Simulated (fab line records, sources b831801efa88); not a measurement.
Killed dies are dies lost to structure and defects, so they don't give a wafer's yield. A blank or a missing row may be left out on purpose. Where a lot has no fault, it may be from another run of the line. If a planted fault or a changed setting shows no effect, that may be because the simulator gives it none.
Which tool was responsible? -- flow sky130 -- Sampling: 6 lots, 16 wafers, 2 of 708 route steps

## WHAT THE GAUGES READ, wafer by wafer
SKY_LOCAL_INTERCONNECT_RS_MEAS_01: uses a four-point probe to measure.
lot,measured,on,LOCAL_INTERCONNECT_TIN_RS (ohm/sq)
L137,day 30 16:16,film_metro-04,14.00 13.91 13.92
L140,day 31 17:17,film_metro-04,14.11 14.17 14.11
L143,day 32 15:10,film_metro-04,14.09 14.03 14.07
L146,day 33 07:06,film_metro-01,14.09 14.06 14.12
L150,day 35 03:25,film_metro-04,14.09 25.05 14.06 25.08
L152,day 35 10:11,film_metro-04,14.29 26.13 14.31 26.08

## TOOL THAT RAN EACH LOT (tool first, then ch and the chambers of the sampled wafers, then the start)
lot,SKY_LOCAL_INTERCONNECT_SPUTTER_00
L137,"pvd_sputter-03, day 30 16:13"
L140,"pvd_sputter-04, day 31 17:13"
L143,"pvd_sputter-01, day 32 15:07"
L146,"pvd_sputter-01, day 33 07:02"
L150,"pvd_sputter-04, day 35 03:20"
L152,"pvd_sputter-04, day 35 10:07"
- SKY_LOCAL_INTERCONNECT_SPUTTER_00: material TiN, target thk 100 nm, time 83.3 s.

## THE ANSWER, worked out from the rows above alone
Rule: what is usual is taken from the lots themselves. Put in order of their means at a reading, lots are off if they are a third of the lots or fewer, leave a main group of 4 or more, and stand apart from it by a gap of 3 or more times the standard deviation of the main group's means; of several such gaps the widest counts. Not used: any main group whose means are identical at the precision the tables above print for the reading. Also off: a lot with no number at a reading for which 4 or more lots have one. Where the step has rows for the other lots, those lots are counted as sound.
Off: L150, L152, at SKY_LOCAL_INTERCONNECT_RS_MEAS_01 (LOCAL_INTERCONNECT_TIN_RS). Main group: mean 14.06 ohm/sq, sd 0.07.
If a tool, at a process step before that reading, ran all the lots that are off and no sound lot after the first of them, it fits. Gauges at SKY_LOCAL_INTERCONNECT_RS_MEAS_01: tried the same way as those tools. This does not decide it: 2 tools fit, namely pvd_sputter-04 at SKY_LOCAL_INTERCONNECT_SPUTTER_00 and film_metro-04 at SKY_LOCAL_INTERCONNECT_RS_MEAS_01.

## WHAT WAS PUT IN BY THE SIMULATOR
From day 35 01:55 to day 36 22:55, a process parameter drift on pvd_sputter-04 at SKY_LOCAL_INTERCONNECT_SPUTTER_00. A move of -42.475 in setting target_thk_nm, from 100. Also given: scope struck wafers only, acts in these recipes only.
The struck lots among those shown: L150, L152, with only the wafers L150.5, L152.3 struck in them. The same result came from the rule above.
